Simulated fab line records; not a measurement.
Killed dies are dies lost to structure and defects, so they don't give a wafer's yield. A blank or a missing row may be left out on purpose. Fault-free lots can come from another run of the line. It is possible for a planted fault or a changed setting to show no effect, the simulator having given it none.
Problem report, 8D (eight disciplines) form, completed by code	flow gf180mcu	the parts of the form that need people (team, actions taken, sign-off) are left out

## 1. WHAT IS WRONG
Wafers without a fault read 7.87 s, standard deviation 0.039; strip-time-to-endpoint-s at GF_M4_STRIP_17 reads a mean of 8.19 s on 9 wafers belonging to 3 lots. Relative to the usual mean, that is a shift of +8.1 standard deviations.
The step: strips in O2/N2.
The first sign was on wafer L513.2 at day 28 11:08, on plasma-asher-01. The record has a number at this step for 36 wafers belonging to 12 lots. Rule for "out" (also "out of limits"): further than 4 standard deviations from the usual mean. The rest of the wafers with a number are treated as sound.

## 2. WHAT IT IS AND WHAT IT IS NOT
question	is	is not
which readings at this step	strip-time-to-endpoint-s	drypump-motor-current-A, heater-power-w
which lots	L513, L514, L515	L499, L502, L503, L504, L505, L507, L517, L520, L521
which wafers of those lots	all that have a number	-
read on which tools	plasma-asher-01, plasma-asher-04	plasma-asher-03
when	from day 28 11:08	up to then (18 sound wafers); but 9 sound wafers of L517, L520, L521 came after

## 3. THE SUSPECTS, EACH WITH WHAT RULES IT OUT
Counting: a tool at any process step up to the reading remains a suspect when it ran all the lots that are out and ran no sound lot after the first of those.
- litho-track-01 at GF_M4_COAT_09 (resist thk 1000 nm): kept. It processed each lot that is out, first L513 at day 28 00:25, and no sound lot thereafter; up to then, the last sound lot it processed was L507 at day 26 03:20.
Left after counting: litho-track-01 at GF_M4_COAT_09.

## 4. THE CAUSE (what the simulator had put in)
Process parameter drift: litho-track-01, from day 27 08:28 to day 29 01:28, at GF_M4_COAT_09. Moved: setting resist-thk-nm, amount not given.
After counting, this tool was the only one left.

## 5. THE CHAIN OF EFFECTS, in route order
One row per reading whose mean, taken over the struck wafers that have a number, lies over 3 standard deviations from the usual. Only readings for which the record gives a usual standard deviation are gone through. hours: the time from each lot's start at the first step in this table that gives one to its start at this step, as a median over the lots. sigmas: the change in usual standard deviations.
hours	step	reading	usual	on struck wafers	change	sigmas
0	GF_M4_STRIP_17	oes-product-au	0.558 a.u.	0.574	+0.016	+3.2
0	GF_M4_STRIP_17	strip-time-to-endpoint-s	7.87 s	8.19	+0.32	+8.1
Here are the process steps it includes:
- GF_M4_STRIP_17: strips in O2/N2.
Later measuring or inspecting steps at which every struck wafer that the step has a row for has a number for every such reading, and none has moved that far: GF_V4_OVL_MEAS_15.

## 6. HOW IT WOULD HAVE BEEN CAUGHT EARLIER
First out-of-limits reading in this record: day 28 11:08, which is 27 hours after fault onset at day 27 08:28.
Lots out: 3; of these, L515 started GF_M4_COAT_09 on litho-track-01 after day 28 11:08. It would have been spared by a hold on the tool at that moment.
